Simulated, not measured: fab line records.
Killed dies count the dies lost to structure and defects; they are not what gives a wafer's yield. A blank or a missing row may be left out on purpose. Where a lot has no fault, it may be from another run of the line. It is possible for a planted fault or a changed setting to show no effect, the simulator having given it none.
Split-lot study / flow sky130 / route with 708 steps; 5 lots, 23 wafers read

SPLIT DETAILS
At SKY_VT_ADJUST_HVTP_DEVELOP_06 (develop time 60 s), the setting develop_time_s was moved away from the recipe's 60 s on 8 of the 23 wafers read, by -6.9% to +10.7%. This setting was run at the recipe's value on the other wafers.

Between the split and the reading, the file records no step.

THE READING
At SKY_VT_ADJUST_HVTP_CD_MEAS_07: cd_nm in nanometres, against a target cd of 380 nm. A value of 379.6 nm with a standard deviation of 2.8 nm is what fault-free wafers of this fab line usually give.

wafer=L074.1; tool, chamber at the split=litho_track-02, 0; develop_time_s as run, s=60; against the recipe=recipe; cd_nm, nm=374.3; against lot-mates on the recipe=-
wafer=L074.2; tool, chamber at the split=litho_track-02, 0; develop_time_s as run, s=66.41; against the recipe=+10.7%; cd_nm, nm=384.5; against lot-mates on the recipe=+8.7
wafer=L074.3; tool, chamber at the split=litho_track-02, 0; develop_time_s as run, s=60; against the recipe=recipe; cd_nm, nm=377.9; against lot-mates on the recipe=-
wafer=L074.5; tool, chamber at the split=litho_track-02, 0; develop_time_s as run, s=60; against the recipe=recipe; cd_nm, nm=375.2; against lot-mates on the recipe=-
wafer=L074.6; tool, chamber at the split=litho_track-02, 0; develop_time_s as run, s=66.41; against the recipe=+10.7%; cd_nm, nm=385.8; against lot-mates on the recipe=+10.0
wafer=L076.1; tool, chamber at the split=litho_track-02, 0; develop_time_s as run, s=60; against the recipe=recipe; cd_nm, nm=380.9; against lot-mates on the recipe=-
wafer=L076.2; tool, chamber at the split=litho_track-02, 0; develop_time_s as run, s=60; against the recipe=recipe; cd_nm, nm=379.3; against lot-mates on the recipe=-
wafer=L076.5; tool, chamber at the split=litho_track-02, 0; develop_time_s as run, s=60; against the recipe=recipe; cd_nm, nm=380.0; against lot-mates on the recipe=-
wafer=L080.2; tool, chamber at the split=litho_track-03, 0; develop_time_s as run, s=62.53; against the recipe=+4.2%; cd_nm, nm=383.6; against lot-mates on the recipe=+5.4
wafer=L080.3; tool, chamber at the split=litho_track-03, 0; develop_time_s as run, s=62.53; against the recipe=+4.2%; cd_nm, nm=384.5; against lot-mates on the recipe=+6.3
wafer=L080.4; tool, chamber at the split=litho_track-03, 0; develop_time_s as run, s=60; against the recipe=recipe; cd_nm, nm=378.7; against lot-mates on the recipe=-
wafer=L080.5; tool, chamber at the split=litho_track-03, 0; develop_time_s as run, s=60; against the recipe=recipe; cd_nm, nm=377.4; against lot-mates on the recipe=-
wafer=L080.6; tool, chamber at the split=litho_track-03, 0; develop_time_s as run, s=60; against the recipe=recipe; cd_nm, nm=378.5; against lot-mates on the recipe=-
wafer=L079.1; tool, chamber at the split=litho_track-03, 0; develop_time_s as run, s=55.87; against the recipe=-6.9%; cd_nm, nm=373.5; against lot-mates on the recipe=-5.9
wafer=L079.2; tool, chamber at the split=litho_track-03, 0; develop_time_s as run, s=60; against the recipe=recipe; cd_nm, nm=380.4; against lot-mates on the recipe=-
wafer=L079.3; tool, chamber at the split=litho_track-03, 0; develop_time_s as run, s=60; against the recipe=recipe; cd_nm, nm=381.0; against lot-mates on the recipe=-
wafer=L079.4; tool, chamber at the split=litho_track-03, 0; develop_time_s as run, s=60; against the recipe=recipe; cd_nm, nm=376.9; against lot-mates on the recipe=-
wafer=L079.5; tool, chamber at the split=litho_track-03, 0; develop_time_s as run, s=55.87; against the recipe=-6.9%; cd_nm, nm=372.7; against lot-mates on the recipe=-6.7
wafer=L083.1; tool, chamber at the split=litho_track-03, 0; develop_time_s as run, s=56.47; against the recipe=-5.9%; cd_nm, nm=378.9; against lot-mates on the recipe=-2.6
wafer=L083.2; tool, chamber at the split=litho_track-03, 0; develop_time_s as run, s=60; against the recipe=recipe; cd_nm, nm=382.6; against lot-mates on the recipe=-
wafer=L083.3; tool, chamber at the split=litho_track-03, 0; develop_time_s as run, s=56.47; against the recipe=-5.9%; cd_nm, nm=375.7; against lot-mates on the recipe=-5.8
wafer=L083.5; tool, chamber at the split=litho_track-03, 0; develop_time_s as run, s=60; against the recipe=recipe; cd_nm, nm=381.0; against lot-mates on the recipe=-
wafer=L083.6; tool, chamber at the split=litho_track-03, 0; develop_time_s as run, s=60; against the recipe=recipe; cd_nm, nm=381.0; against lot-mates on the recipe=-

FIT RESULTS
A straight line over all 23 wafers: cd_nm changes by +0.641 nm for each +1% of develop_time_s; r = +0.79; the points scatter about the line by 2.3 nm.
The same after taking each lot's own level away (the mean of its wafers on the recipe; 23 wafers): +0.9 nm for each +1%; r = +0.95; scatter 1.3 nm.
Per that fit: largest develop_time_s move, reading shift of 9.6 nm.
The lots' own levels span 375.80 to 381.53 nm, that is 2.0 times the standard deviation above.
So the lot-to-lot level blurs the effect unless lot-mates are compared.
Check: +10.4 nm against its lot-mates is what the line predicts for one of the wafers moved furthest among these (+10.7%) when that wafer is left out of the fit. It came out at +8.7 nm against them.

FURTHER SPLITS ON THESE WAFERS
These wafers also went through other splits before the reading. Each is held against what the fit with the lots' levels taken away leaves over:
other split on the same wafers=SKY_FIELD_ISO_ETCH_15 time_s; wafers away from the commonest value=9; r with cd_nm (lot level and that fit taken away)=-0.18
other split on the same wafers=SKY_NWELL_SOFTBAKE_06 temp_c; wafers away from the commonest value=5; r with cd_nm (lot level and that fit taken away)=-0.23
other split on the same wafers=SKY_NWELL_IMPLANT_13 energy_kev; wafers away from the commonest value=10; r with cd_nm (lot level and that fit taken away)=-0.29

THE FILE'S OWN FIT
cd_nm changes by +0.9 nm for each +1% of develop_time_s, r = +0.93.
